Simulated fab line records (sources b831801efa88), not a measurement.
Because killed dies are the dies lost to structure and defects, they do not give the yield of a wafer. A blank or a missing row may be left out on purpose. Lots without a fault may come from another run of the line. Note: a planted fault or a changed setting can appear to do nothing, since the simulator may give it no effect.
One fault seen from 2 desks -- flow gf180mcu -- what lay behind the numbers comes last; until then each desk has only its own

METROLOGY DESK
What the gauges read for every lot (on any tool): the sampled wafers with a number, averaged. The brackets show how far a lot's mean lies from the usual mean; more than 4 standard deviations puts the lot out of limits, marked OUT.
Columns: A = VT_IMPLANT_03_OVL at GF_VT_IMPLANT_OVL_MEAS_40, usual -0.8 nm; B = POLY_GATE_CVD_00_THK at GF_POLY_GATE_THK_MEAS_01, usual 199.7 nm
lot,first seen here,A,B
L432,day 7 12:33,-2.7,201.1
L433,day 7 18:22,-0.8,199.0
L434,day 7 21:57,-1.9,197.8
L435,day 8 09:43,-2.7,199.6
L436,day 8 15:24,0.3,196.3
L438,day 9 04:16,-3.4,200.4
L439,day 9 09:13,-2.3,199.8
L440,day 9 15:00,0.3,200.2
L441,day 10 01:51,0.3,200.3
L442,day 10 06:18,0.1,200.1
L447,day 11 15:51,0.8,198.5
L450,day 12 12:15,1.3,252.5 (+35) OUT
Per this desk, out of limits: L450; the first was L450, day 13 14:36 (POLY_GATE_CVD_00_THK at GF_POLY_GATE_THK_MEAS_01). Within limits: L432, L433, L434, L435, L436, L438, L439, L440, L441, L442, L447.

THE TOOL OWNER'S DESK: lpcvd-01
The tool's own readings at GF_POLY_GATE_CVD_00 (deposits poly-Si, target thk 200 nm, time 1200 s): means of the sampled wafers that have a number, for each lot that ran on this tool. The brackets show how far a lot's mean lies from the usual mean; more than 4 standard deviations puts the lot out of limits, marked OUT.
Columns: A = spikeTcUpperC at GF_POLY_GATE_CVD_00, usual 620.9 C
lot,first seen here,A
L432,day 8 10:34,619.8
L434,day 8 20:04,621.2
L435,day 9 06:34,620.4
L436,day 9 13:07,620.6
L447,day 12 16:28,620.7
L450,day 13 13:16,620.7
This desk found nothing out of limits on any of the 6 lots.

ALL TOGETHER
Metrology desk: alarm possible at day 13 14:36 on L450.
Nothing out of limits was seen by the tool owner's desk.
The tool owner's desk has L450 on record, within its limits.
GF_POLY_GATE_CVD_00 was run on lpcvd-01 by each of the lots named.

WHAT HAD BEEN PUT IN BY THE SIMULATOR
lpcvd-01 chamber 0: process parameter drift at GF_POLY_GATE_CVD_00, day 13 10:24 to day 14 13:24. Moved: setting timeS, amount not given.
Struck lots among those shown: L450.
Time in hours between the start of the fault and the first out-of-limits reading at each desk: metrology desk, 4.
